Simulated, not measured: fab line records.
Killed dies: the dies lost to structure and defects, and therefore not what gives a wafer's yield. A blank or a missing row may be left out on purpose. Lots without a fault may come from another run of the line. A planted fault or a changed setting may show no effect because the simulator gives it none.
Chamber matching || flow gf180mcu || 4 sister chambers for GF_V2_ETCH_16 on rieDiel-03
The step etches BARC in N2/H2. 27 wafers are shown with their chamber, then 12 later ones without.

WAFERS PAIRED WITH THEIR CHAMBERS
{"wafer": "L074.1", "chamber": 1, "drypumpMotorCurrentA (A)": 5.7, "oesProductAu (a.u.)": 0.859, "n2FlowSccm (sccm)": 99.94}
{"wafer": "L074.4", "chamber": 0, "drypumpMotorCurrentA (A)": 6.1, "oesProductAu (a.u.)": 0.846, "n2FlowSccm (sccm)": 100.11}
{"wafer": "L074.6", "chamber": 3, "drypumpMotorCurrentA (A)": 6.4, "oesProductAu (a.u.)": 0.855, "n2FlowSccm (sccm)": 100.29}
{"wafer": "L075.2", "chamber": 0, "drypumpMotorCurrentA (A)": 6.1, "oesProductAu (a.u.)": 0.849, "n2FlowSccm (sccm)": 100.91}
{"wafer": "L075.5", "chamber": 2, "drypumpMotorCurrentA (A)": 5.9, "oesProductAu (a.u.)": 0.864, "n2FlowSccm (sccm)": 99.61}
{"wafer": "L075.6", "chamber": 1, "drypumpMotorCurrentA (A)": 5.7, "oesProductAu (a.u.)": 0.860, "n2FlowSccm (sccm)": 100.22}
{"wafer": "L076.2", "chamber": 2, "drypumpMotorCurrentA (A)": 5.9, "oesProductAu (a.u.)": 0.855, "n2FlowSccm (sccm)": 99.63}
{"wafer": "L076.3", "chamber": 0, "drypumpMotorCurrentA (A)": 6.1, "oesProductAu (a.u.)": 0.849, "n2FlowSccm (sccm)": 100.18}
{"wafer": "L076.4", "chamber": 3, "drypumpMotorCurrentA (A)": 6.3, "oesProductAu (a.u.)": 0.851, "n2FlowSccm (sccm)": 99.77}
{"wafer": "L079.2", "chamber": 1, "drypumpMotorCurrentA (A)": 5.7, "oesProductAu (a.u.)": 0.848, "n2FlowSccm (sccm)": 99.68}
{"wafer": "L079.5", "chamber": 2, "drypumpMotorCurrentA (A)": 5.9, "oesProductAu (a.u.)": 0.857, "n2FlowSccm (sccm)": 100.03}
{"wafer": "L079.6", "chamber": 3, "drypumpMotorCurrentA (A)": 6.3, "oesProductAu (a.u.)": 0.845, "n2FlowSccm (sccm)": 100.47}
{"wafer": "L081.1", "chamber": 3, "drypumpMotorCurrentA (A)": 6.3, "oesProductAu (a.u.)": 0.855, "n2FlowSccm (sccm)": 99.65}
{"wafer": "L081.5", "chamber": 1, "drypumpMotorCurrentA (A)": 5.7, "oesProductAu (a.u.)": 0.854, "n2FlowSccm (sccm)": 100.63}
{"wafer": "L081.6", "chamber": 2, "drypumpMotorCurrentA (A)": 5.9, "oesProductAu (a.u.)": 0.869, "n2FlowSccm (sccm)": 100.25}
{"wafer": "L084.4", "chamber": 2, "drypumpMotorCurrentA (A)": 5.9, "oesProductAu (a.u.)": 0.858, "n2FlowSccm (sccm)": 100.30}
{"wafer": "L084.5", "chamber": 1, "drypumpMotorCurrentA (A)": 5.7, "oesProductAu (a.u.)": 0.856, "n2FlowSccm (sccm)": 100.60}
{"wafer": "L084.6", "chamber": 2, "drypumpMotorCurrentA (A)": 5.8, "oesProductAu (a.u.)": 0.855, "n2FlowSccm (sccm)": 100.12}
{"wafer": "L085.1", "chamber": 3, "drypumpMotorCurrentA (A)": 6.3, "oesProductAu (a.u.)": 0.855, "n2FlowSccm (sccm)": 99.63}
{"wafer": "L085.2", "chamber": 2, "drypumpMotorCurrentA (A)": 5.9, "oesProductAu (a.u.)": 0.855, "n2FlowSccm (sccm)": 100.09}
{"wafer": "L085.4", "chamber": 0, "drypumpMotorCurrentA (A)": 6.1, "oesProductAu (a.u.)": 0.855, "n2FlowSccm (sccm)": 100.14}
{"wafer": "L089.1", "chamber": 2, "drypumpMotorCurrentA (A)": 5.9, "oesProductAu (a.u.)": 0.857, "n2FlowSccm (sccm)": 99.80}
{"wafer": "L089.2", "chamber": 3, "drypumpMotorCurrentA (A)": 6.4, "oesProductAu (a.u.)": 0.845, "n2FlowSccm (sccm)": 100.21}
{"wafer": "L089.3", "chamber": 0, "drypumpMotorCurrentA (A)": 6.1, "oesProductAu (a.u.)": 0.859, "n2FlowSccm (sccm)": 99.62}
{"wafer": "L090.1", "chamber": 3, "drypumpMotorCurrentA (A)": 6.4, "oesProductAu (a.u.)": 0.858, "n2FlowSccm (sccm)": 100.25}
{"wafer": "L090.4", "chamber": 0, "drypumpMotorCurrentA (A)": 6.1, "oesProductAu (a.u.)": 0.853, "n2FlowSccm (sccm)": 100.20}
{"wafer": "L090.5", "chamber": 2, "drypumpMotorCurrentA (A)": 5.9, "oesProductAu (a.u.)": 0.854, "n2FlowSccm (sccm)": 99.86}

SIGNATURES (averages over the wafers above)
{"reading": "drypumpMotorCurrentA", "chamber 0": 6.100, "chamber 1": 5.700, "chamber 2": 5.889, "chamber 3": 6.343, "scatter within a chamber": 0.0336}
{"reading": "oesProductAu", "chamber 0": 0.85183, "chamber 1": 0.85540, "chamber 2": 0.85822, "chamber 3": 0.85200, "scatter within a chamber": 0.00497}
{"reading": "n2FlowSccm", "chamber 0": 100.1933, "chamber 1": 100.2140, "chamber 2": 99.9656, "chamber 3": 100.0386, "scatter within a chamber": 0.347}
Rule: distance of a wafer from a chamber = root of the sum over the readings of ((wafer's reading minus chamber's mean) / reading's scatter) squared. If the next closest chamber is less than 2 further off than the closest, the wafer can't be placed; otherwise it belongs to the closest. How the scatter is found: for the shown wafers, subtract from each reading the mean of its chamber, square and add these, divide the total by (wafers less chambers), then take the root.

WAFERS WITH NO CHAMBER GIVEN
{"wafer": "L093.2", "drypumpMotorCurrentA (A)": 5.9, "oesProductAu (a.u.)": 0.855, "n2FlowSccm (sccm)": 99.47}
{"wafer": "L093.3", "drypumpMotorCurrentA (A)": 5.7, "oesProductAu (a.u.)": 0.859, "n2FlowSccm (sccm)": 100.14}
{"wafer": "L093.4", "drypumpMotorCurrentA (A)": 6.1, "oesProductAu (a.u.)": 0.858, "n2FlowSccm (sccm)": 99.93}
{"wafer": "L096.1", "drypumpMotorCurrentA (A)": 5.9, "oesProductAu (a.u.)": 0.852, "n2FlowSccm (sccm)": 99.41}
{"wafer": "L096.2", "drypumpMotorCurrentA (A)": 6.4, "oesProductAu (a.u.)": 0.857, "n2FlowSccm (sccm)": 99.73}
{"wafer": "L096.5", "drypumpMotorCurrentA (A)": 6.1, "oesProductAu (a.u.)": 0.865, "n2FlowSccm (sccm)": 99.72}
{"wafer": "L095.1", "drypumpMotorCurrentA (A)": 5.9, "oesProductAu (a.u.)": 0.852, "n2FlowSccm (sccm)": 99.75}
{"wafer": "L095.3", "drypumpMotorCurrentA (A)": 5.7, "oesProductAu (a.u.)": 0.855, "n2FlowSccm (sccm)": 100.15}
{"wafer": "L095.5", "drypumpMotorCurrentA (A)": 6.1, "oesProductAu (a.u.)": 0.841, "n2FlowSccm (sccm)": 99.89}
{"wafer": "L097.1", "drypumpMotorCurrentA (A)": 5.7, "oesProductAu (a.u.)": 0.850, "n2FlowSccm (sccm)": 100.05}
{"wafer": "L097.3", "drypumpMotorCurrentA (A)": 5.9, "oesProductAu (a.u.)": 0.852, "n2FlowSccm (sccm)": 99.92}
{"wafer": "L097.6", "drypumpMotorCurrentA (A)": 5.7, "oesProductAu (a.u.)": 0.857, "n2FlowSccm (sccm)": 99.75}

CHAMBER TAKEN BY EACH
{"wafer": "L093.2", "from the rows above": 2, "in truth": 2}
{"wafer": "L093.3", "from the rows above": 1, "in truth": 1}
{"wafer": "L093.4", "from the rows above": 0, "in truth": 0}
{"wafer": "L096.1", "from the rows above": 2, "in truth": 2}
{"wafer": "L096.2", "from the rows above": 3, "in truth": 3}
{"wafer": "L096.5", "from the rows above": 0, "in truth": 0}
{"wafer": "L095.1", "from the rows above": 2, "in truth": 2}
{"wafer": "L095.3", "from the rows above": 1, "in truth": 1}
{"wafer": "L095.5", "from the rows above": 0, "in truth": 0}
{"wafer": "L097.1", "from the rows above": 1, "in truth": 1}
{"wafer": "L097.3", "from the rows above": 2, "in truth": 2}
{"wafer": "L097.6", "from the rows above": 1, "in truth": 1}
Correctly placed: 12 of 12. Number that these rows cannot place: 0. Wrongly placed: 0.
